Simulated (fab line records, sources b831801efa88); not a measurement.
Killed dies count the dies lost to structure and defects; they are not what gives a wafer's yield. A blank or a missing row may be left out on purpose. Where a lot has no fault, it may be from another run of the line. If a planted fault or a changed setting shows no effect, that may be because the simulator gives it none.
fab line records	flow sky130
record lots=15	wafers=45	last-day=50
route steps=708 shown VIA1@470 METAL2@486
lots with no fault: from the same line, run without faults
start-h: hours from the record's first day to the start of the lot's first wafer shown	wait-h: hours since the lot's step before	" repeats the value in the row above	L1.1+2: a row that stands for several wafers	- value missing, or start not given	* or withheld: withheld	< > ~ a bound
route shown NAME@n: a module of which the file shows steps, and the number in the route of the first	usual: mean and standard deviation over wafers with no fault	same: alike in all rows	chamber/n: place in a boat	sites: the reading at each site	_std_site: standard deviation of those values	_edge_site: the outer-site mean with the inner-site mean subtracted	radius-mm: how far each site lies from the wafer's centre	mask NAME#n: copy n	behind: the tool/chamber that last shaped the wafer	hold: cause of the lot's hold/its duration in hours/its outcome	device: the transistor (n, p or np) that didn't switch	end of line: tests of these same wafers at the route's end	step lacking rows: just its recipe	killed: dies lost to structure and defects at the first sort, not the wafer's yield	map: a wafer's dies, x killed, . not, _ none there
set.NAME: the setting the step ran with; set.NAME@STEP: the setting that earlier step ran with	model.NAME: the simulator's own value behind a step, which no gauge read
a sample of lots followed through the steps of the route, with each step as a table and each wafer as a row
services: from which hour (start-h, from the record's first day; less than 0 if before it) a tool's chamber was out of use, for how many hours, and why
## steps
# step SKY_VIA1_CD_MEAS_12
# recipe target-cd-nm=150
# usual cd-nm=149.2/1.9
lot.wafer	tool	chamber	start-h	wait-h	cd-nm
L516.3	cd-sem-02	-	792.04	-	152.0
L516.4	"	-	"	"	150.2
L516.5	"	-	"	"	150.8
L519.2	cd-sem-02	-	816.79	-	152.2
L519.3	"	-	"	"	152.3
L519.5	"	-	"	"	151.8
L520.1	cd-sem-02	-	831.32	-	152.3
L520.4	"	-	"	"	152.2
L520.5	"	-	"	"	154.7
L522.1	cd-sem-02	-	832.79	-	150.7
L522.4	"	-	"	"	149.2
L522.5	"	-	"	"	150.3
L524.3	cd-sem-02	-	868.91	-	148.5
L524.4	"	-	"	"	148.7
L524.6	"	-	"	"	149.5
L525.1	cd-sem-02	-	871.15	-	148.9
L525.2	"	-	"	"	148.5
L525.3	"	-	"	"	149.4
L526.1	cd-sem-02	-	878.25	-	148.8
L526.4	"	-	"	"	148.5
L526.6	"	-	"	"	148.4
L527.1	cd-sem-01	-	885.34	-	147.3
L527.2	"	-	"	"	148.1
L527.6	"	-	"	"	148.7
L528.4	cd-sem-01	-	885.83	-	150.3
L528.5	"	-	"	"	150.5
L528.6	"	-	"	"	150.4
L529.2	cd-sem-02	-	892.84	-	144.9
L529.4	"	-	"	"	145.5
L529.6	"	-	"	"	146.0
L530.3	cd-sem-02	-	904.79	-	149.6
L530.4	"	-	"	"	149.3
L530.6	"	-	"	"	149.6
L531.2	cd-sem-02	-	917.66	-	150.4
L531.3	"	-	"	"	149.0
L531.5	"	-	"	"	151.3
L536.3	cd-sem-01	-	941.48	-	149.9
L536.4	"	-	"	"	149.8
L536.6	"	-	"	"	151.0
L538.1	cd-sem-01	-	956.95	-	150.1
L538.2	"	-	"	"	149.6
L538.5	"	-	"	"	151.6
L539.1	cd-sem-02	-	963.95	-	149.3
L539.2	"	-	"	"	149.2
L539.4	"	-	"	"	147.8
# step SKY_VIA1_STRIP_16
# recipe chemistry=O2/N2	power-w=1400	pressure-mtorr=1500	platen-temp-c=withheld	o2-flow-sccm=3000	n2-flow-sccm=300	overash-fraction=0.5
# usual drypump-motor-current-A=5.6/0.6	oes-product-au=0.416/0.0047	strip-time-to-endpoint-s=4.470/0.026
lot.wafer	tool	chamber	start-h	wait-h	drypump-motor-current-A	oes-product-au	rf-hours-counter-h	strip-time-to-endpoint-s
L516.3	plasma-asher-04	1	792.28	0.1	4.9	0.422	-	4.457
L516.4	"	0	"	"	6.3	0.412	-	4.458
L516.5	"	1	"	"	4.8	0.415	-	4.478
L519.2	plasma-asher-03	1	817.01	0.0	6.2	0.415	99	4.474
L519.3	"	0	"	"	5.7	0.416	-	4.421
L519.5	"	0	"	"	5.7	0.416	-	4.477
L520.1	plasma-asher-04	0	831.56	0.0	6.3	0.417	43	4.503
L520.4	"	1	"	"	4.8	0.417	-	4.486
L520.5	"	1	"	"	4.8	0.419	-	4.465
L522.1	plasma-asher-03	0	833.03	0.0	5.7	0.418	102	4.442
L522.4	"	1	"	"	6.2	0.413	-	4.454
L522.5	"	0	"	"	5.7	0.412	-	4.491
L524.3	plasma-asher-03	1	869.15	0.1	6.2	0.415	-	4.498
L524.4	"	0	"	"	5.7	0.413	-	4.434
L524.6	"	1	"	"	6.2	0.417	-	4.496
L525.1	plasma-asher-04	1	871.40	0.0	4.8	0.408	47	4.462
L525.2	"	0	"	"	6.4	0.418	47	4.506
L525.3	"	0	"	"	6.4	0.418	-	4.497
L526.1	plasma-asher-02	1	878.50	0.0	5.0	0.417	9	4.451
L526.4	"	0	"	"	5.2	0.412	-	4.466
L526.6	"	1	"	"	5.0	0.420	-	4.488
L527.1	plasma-asher-04	0	885.58	0.0	6.4	0.413	49	4.425
L527.2	"	1	"	"	4.8	0.415	49	4.437
L527.6	"	1	"	"	4.8	0.413	-	4.453
L528.4	plasma-asher-02	1	886.05	0.1	5.0	0.417	-	4.456
L528.5	"	0	"	"	5.2	0.415	-	4.527
L528.6	"	1	"	"	5.0	0.417	-	4.461
L529.2	plasma-asher-02	1	893.06	0.0	5.0	0.416	10	4.509
L529.4	"	1	"	"	5.0	0.427	-	4.497
L529.6	"	0	"	"	5.2	0.422	-	4.521
L530.3	plasma-asher-04	1	905.03	0.1	4.8	0.414	-	4.481
L530.4	"	0	"	"	6.3	0.418	-	4.459
L530.6	"	1	"	"	4.9	0.414	-	4.499
L531.2	plasma-asher-03	1	917.88	0.0	6.2	0.410	109	4.469
L531.3	"	1	"	"	6.2	0.411	-	4.508
L531.5	"	1	"	"	6.2	0.420	-	4.459
L536.3	plasma-asher-02	1	941.71	0.1	5.0	0.426	-	4.479
L536.4	"	0	"	"	5.2	0.419	-	4.477
L536.6	"	0	"	"	5.2	0.424	-	4.475
L538.1	plasma-asher-02	0	957.20	0.0	5.2	0.417	14	4.409
L538.2	"	1	"	"	5.0	0.410	14	4.440
L538.5	"	1	"	"	5.0	0.427	-	4.430
L539.1	plasma-asher-03	1	964.20	0.0	6.2	0.411	114	4.438
L539.2	"	0	"	"	5.7	0.410	114	4.450
L539.4	"	1	"	"	6.2	0.415	-	4.414
# step SKY_METAL2_SPUTTER_03
# recipe material=Ti	target-thk-nm=5	power-w=3000	time-s=3.3	chamber-pressure-pa=0.4
# usual cathode-dc-power-W=3000.0/0.51	chamber-pressure-pa=0.4000/0.00079	throttle-valve-pct=30.1/1.3
lot.wafer	tool	chamber	start-h	wait-h	cathode-dc-power-W	chamber-pressure-pa	throttle-valve-pct
L516.3	pvd-sputter-04	-	793.54	0.0	3000.6	0.3994	27.5
L516.4	"	-	"	"	3000.1	0.4000	32.2
L516.5	"	-	"	"	2999.9	0.3997	29.0
L519.2	pvd-sputter-03	-	818.32	0.0	3000.1	0.4009	29.6
L519.3	"	-	"	"	2999.6	0.4007	30.4
L519.5	"	-	"	"	2999.7	0.3996	29.7
L520.1	pvd-sputter-03	-	832.90	0.0	2999.7	0.4003	29.5
L520.4	"	-	"	"	2999.8	0.4010	29.8
L520.5	"	-	"	"	3000.2	0.3999	29.6
L522.1	pvd-sputter-04	-	834.37	0.0	2999.7	0.4013	32.3
L522.4	"	-	"	"	3000.0	0.3980	28.8
L522.5	"	-	"	"	2999.0	0.3982	28.8
L524.3	pvd-sputter-04	-	870.46	0.0	2999.5	0.4009	29.0
L524.4	"	-	"	"	3000.4	0.4000	32.2
L524.6	"	-	"	"	3000.0	0.4017	29.4
L525.1	pvd-sputter-01	-	872.77	0.0	3000.2	0.4000	31.0
L525.2	"	-	"	"	3000.2	0.4005	29.9
L525.3	"	-	"	"	2999.9	0.3988	30.1
L526.1	pvd-sputter-01	-	879.82	0.0	2999.2	0.4002	30.0
L526.4	"	-	"	"	3000.5	0.3993	31.2
L526.6	"	-	"	"	2999.8	0.3989	29.9
L527.1	pvd-sputter-01	-	886.92	0.0	2999.7	0.3998	31.1
L527.2	"	-	"	"	3000.4	0.4002	29.7
L527.6	"	-	"	"	3000.5	0.4016	30.2
L528.4	pvd-sputter-03	-	887.35	0.0	3000.8	0.3996	30.5
L528.5	"	-	"	"	3000.5	0.3996	29.5
L528.6	"	-	"	"	3000.3	0.4008	29.6
L529.2	pvd-sputter-01	-	894.38	0.0	-	-	-
L529.4	"	-	"	"	-	-	-
L529.6	"	-	"	"	-	-	-
L530.3	pvd-sputter-03	-	906.32	0.0	-	-	-
L530.4	"	-	"	"	-	-	-
L530.6	"	-	"	"	-	-	-
L531.2	pvd-sputter-01	-	919.19	0.0	-	-	-
L531.3	"	-	"	"	-	-	-
L531.5	"	-	"	"	-	-	-
L536.3	pvd-sputter-01	-	943.32	0.0	2999.8	0.4001	29.9
L536.4	"	-	"	"	3000.2	0.3994	31.2
L536.6	"	-	"	"	2999.9	0.3998	31.1
L538.1	pvd-sputter-03	-	958.59	0.0	2999.7	0.4010	29.7
L538.2	"	-	"	"	2999.4	0.4002	31.0
L538.5	"	-	"	"	2999.5	0.3991	30.5
L539.1	pvd-sputter-03	-	965.55	0.0	2999.3	0.3996	31.3
L539.2	"	-	"	"	3000.4	0.4003	29.9
L539.4	"	-	"	"	3000.6	0.4001	29.7
# step SKY_METAL2_SPUTTER_04
# recipe material=TiN	target-thk-nm=70	power-w=6500	time-s=58.3	chamber-pressure-pa=0.4
# usual cathode-dc-power-W=6500.1/1.1	chamber-pressure-pa=0.3999/0.00083	throttle-valve-pct=30.1/1.3
lot.wafer	tool	chamber	start-h	wait-h	cathode-dc-power-W	chamber-pressure-pa	throttle-valve-pct
L516.3	pvd-sputter-04	-	793.56	0.0	6501.1	0.4021	27.2
L516.4	"	-	"	"	6500.2	0.4000	32.3
L516.5	"	-	"	"	6500.2	0.3997	28.8
L519.2	pvd-sputter-03	-	818.34	0.0	6501.0	0.4012	29.6
L519.3	"	-	"	"	6500.2	0.3992	30.3
L519.5	"	-	"	"	6501.2	0.4006	29.8
L520.1	pvd-sputter-03	-	832.92	0.0	6496.8	0.3995	29.8
L520.4	"	-	"	"	6500.2	0.4004	29.8
L520.5	"	-	"	"	6499.2	0.3994	29.6
L522.1	pvd-sputter-04	-	834.39	0.0	6499.1	0.3983	32.3
L522.4	"	-	"	"	6502.0	0.3998	29.0
L522.5	"	-	"	"	6500.6	0.3998	28.7
L524.3	pvd-sputter-04	-	870.48	0.0	6500.5	0.3994	28.9
L524.4	"	-	"	"	6502.4	0.3995	32.5
L524.6	"	-	"	"	6499.1	0.4003	29.5
L525.1	pvd-sputter-01	-	872.79	0.0	6499.5	0.4007	31.2
L525.2	"	-	"	"	6500.2	0.3997	29.8
L525.3	"	-	"	"	6499.2	0.3994	30.2
L526.1	pvd-sputter-01	-	879.84	0.0	6501.3	0.3995	29.9
L526.4	"	-	"	"	6497.8	0.3998	30.9
L526.6	"	-	"	"	6498.8	0.3994	29.6
L527.1	pvd-sputter-01	-	886.94	0.0	6500.3	0.3997	31.0
L527.2	"	-	"	"	6499.0	0.4018	29.5
L527.6	"	-	"	"	6498.6	0.4006	29.9
L528.4	pvd-sputter-03	-	887.37	0.0	6500.8	0.4011	30.1
L528.5	"	-	"	"	6499.6	0.4002	29.8
L528.6	"	-	"	"	6500.7	0.3996	29.8
L529.2	pvd-sputter-01	-	894.40	0.0	6501.5	0.3999	31.0
L529.4	"	-	"	"	6499.8	0.3992	31.0
L529.6	"	-	"	"	6499.4	0.4001	30.2
L530.3	pvd-sputter-03	-	906.34	0.0	6500.9	0.3986	31.3
L530.4	"	-	"	"	6499.0	0.3996	30.0
L530.6	"	-	"	"	6501.0	0.4004	31.5
L531.2	pvd-sputter-01	-	919.21	0.0	6500.4	0.3985	30.2
L531.3	"	-	"	"	6499.8	0.3993	31.1
L531.5	"	-	"	"	6500.2	0.3986	30.0
L536.3	pvd-sputter-01	-	943.34	0.0	6500.5	0.4003	30.0
L536.4	"	-	"	"	6498.8	0.4000	30.8
L536.6	"	-	"	"	6501.9	0.4001	30.9
L538.1	pvd-sputter-03	-	958.60	0.0	6499.8	0.3988	29.8
L538.2	"	-	"	"	6500.0	0.4003	31.4
L538.5	"	-	"	"	6499.7	0.4000	30.3
L539.1	pvd-sputter-03	-	965.57	0.0	6500.0	0.3999	31.1
L539.2	"	-	"	"	6501.1	0.3990	30.4
L539.4	"	-	"	"	6502.6	0.4001	30.0
## services
tool	chamber	start-h	hours	kind
plasma-asher-03	-	813.62	2.5	repair
plasma-asher-02	-	816.41	42.7	repair
pvd-sputter-04	-	837.54	0.6	repair
plasma-asher-03	-	848.58	3.2	repair
plasma-asher-03	-	884.42	2.8	pm
pvd-sputter-04	-	884.93	7.9	repair
plasma-asher-04	-	890.45	4.6	repair
plasma-asher-03	-	892.85	1.6	repair
pvd-sputter-04	-	893.58	7.7	repair
plasma-asher-02	-	894.53	23.4	repair
pvd-sputter-03	-	901.64	2.2	repair
plasma-asher-03	-	902.20	14.6	pm
pvd-sputter-04	-	935.92	1.0	repair
pvd-sputter-03	-	961.68	3.2	repair
## key
first-sign step=SKY_METAL2_SPUTTER_03	reading=tool-record	direction=missing
effect none on later readings
met-at SKY_METAL2_SPUTTER_03
struck-lots L529,L530,L531
later-rows-left-out L529.2,L529.4,L529.6,L530.3,L530.4,L530.6,L531.2,L531.3,L531.5
sort-left-out L529.2,L529.4,L529.6,L530.3,L530.4,L530.6,L531.2,L531.3,L531.5
not-acting-at SKY_VIA1_CD_MEAS_12,SKY_VIA1_STRIP_16,SKY_METAL2_SPUTTER_04
onset-between 887.35 894.38
fault kind=skipped-step-whole	tool=pvd-sputter-01,pvd-sputter-03	chamber=-	onset-h=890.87	steps=SKY_METAL2_SPUTTER_03	scope=struck-lots-only
# sort-left-out: the simulated sort isn't trusted on such a fault, so these wafers' sort isn't shown, and their yield isn't known
# later-rows-left-out: the simulator's readings of these wafers behind a module that went badly wrong aren't trusted and aren't shown, but for the sort
